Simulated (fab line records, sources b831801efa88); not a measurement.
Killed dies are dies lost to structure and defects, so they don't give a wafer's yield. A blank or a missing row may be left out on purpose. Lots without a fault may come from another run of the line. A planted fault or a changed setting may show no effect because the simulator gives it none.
Problem report in the 8D (eight disciplines) form, filled by code | flow sky130 | the parts of the form that need people (team, actions taken, sign-off) are left out

1. THE PROBLEM
overpolish_run_s at SKY_VIA3_CMP_24 reads a mean of 0.043 s on 1 wafer of 1 lot; wafers without a fault read 20.000 s with a standard deviation of 0.0085. That is -99 or more standard deviations from the usual mean.
The step: polishes, stops on SiO2, t overpolish 20 s, target thk 0 nm.
First seen on wafer L339.1, day 43 17:41, on cmp-02. The record holds 36 wafers of 12 lots with a number at this step. Rule for "out", or "out of limits": more than 4 standard deviations from the usual mean. The other wafers with a number count as sound.

2. WHAT IT IS AND WHAT IT IS NOT
question                    | is                                   | is not
which readings at this step | overpolish_run_s, time_to_endpoint_s | head_pressure_psi, motor_current_A
which lots                  | L339                                 | L322, L324, L326, L328, L330, L331, L332, L333, L334, L337, L344
which wafers of those lots  | L339.1                               | L339.5, L339.6
read on which tools         | cmp-02                               | cmp-01
when                        | from day 43 17:41                    | up to then (32 sound wafers); but 3 sound wafers of L344 came after

3. SUSPECTS, AND WHAT RULES EACH OUT
Counting: a tool at a process step up to the reading stays a suspect if it ran every lot that is out. Sound lots after the first of them don't rule it out here, since some wafers of a struck lot are sound.
- rie_metal-01 at SKY_METAL2_ETCH_18 (etches BARC in N2/H2, stops on SiO2, time 45.9 s, target depth 60 nm): kept. It ran the lot that is out, L339 (day 39 11:20); its last sound lot up to then is L337 (day 39 07:10).
- cmp-02 at SKY_VIA3_CMP_24 (polishes, stops on SiO2, t overpolish 20 s, target thk 0 nm): kept. It ran the lot that is out, L339 (day 43 17:41); its last sound lot up to then is L333 (day 42 21:01). Its own readings are out on those wafers: overpolish_run_s, time_to_endpoint_s.
- Within cmp-02 at SKY_VIA3_CMP_24: the wafers that are out ran in chamber 1; their sound lot-mates ran in chambers 2, 3.
Left after counting: rie_metal-01 at SKY_METAL2_ETCH_18, cmp-02 at SKY_VIA3_CMP_24.

4. THE CAUSE (what the simulator had put in)
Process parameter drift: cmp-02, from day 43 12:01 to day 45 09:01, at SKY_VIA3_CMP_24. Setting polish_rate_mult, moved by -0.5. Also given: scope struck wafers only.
Counting left 2 suspects, and this tool is among them.

5. THE CHAIN OF EFFECTS, in route order
Each row: a reading whose mean over the struck wafers that have a number lies more than 3 standard deviations from the usual. Only readings for which the record gives a usual standard deviation are gone through. hours: the time from each lot's start at the first step in this table that gives one to its start at this step, as a median over the lots. sigmas: the change in usual standard deviations.
hours | step                  | reading              | usual    | on struck wafers | change  | sigmas
0     | SKY_VIA3_CMP_24       | overpolish_run_s     | 20.000 s | 0.043            | -19.957 | -99 or more
0     | SKY_VIA3_CMP_24       | time_to_endpoint_s   | 95 s     | 150              | +55     | +11
130   | SKY_PAD_OPEN_PROBE_99 | defect_limited_yield | 82.2 %   | 0.0              | -82.2   | -46
130   | SKY_PAD_OPEN_PROBE_99 | killed_at_M0_to_M3   | 42       | 449              | +407    | +67
130   | SKY_PAD_OPEN_PROBE_99 | killed_dies          | 87       | 492              | +405    | +46
130   | SKY_PAD_OPEN_PROBE_99 | killed_on_rim        | 18       | 96               | +78     | +22
130   | SKY_PAD_OPEN_PROBE_99 | sort_bin_3_pad_short | 0.9 %    | 85.0             | +84.1   | +99 or more
130   | SKY_PAD_OPEN_PROBE_99 | sort_n_pass          | 405      | 0                | -405    | -46
130   | SKY_PAD_OPEN_PROBE_99 | sort_yield_pct       | 82.2 %   | 0.0              | -82.2   | -46
The process steps in it:
- SKY_VIA3_CMP_24: polishes, stops on SiO2, t overpolish 20 s, target thk 0 nm.
- SKY_PAD_OPEN_PROBE_99

6. WHAT WOULD HAVE CAUGHT IT SOONER
In this record the first reading out of limits was taken at day 43 17:41, 6 hours after the fault began at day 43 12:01.
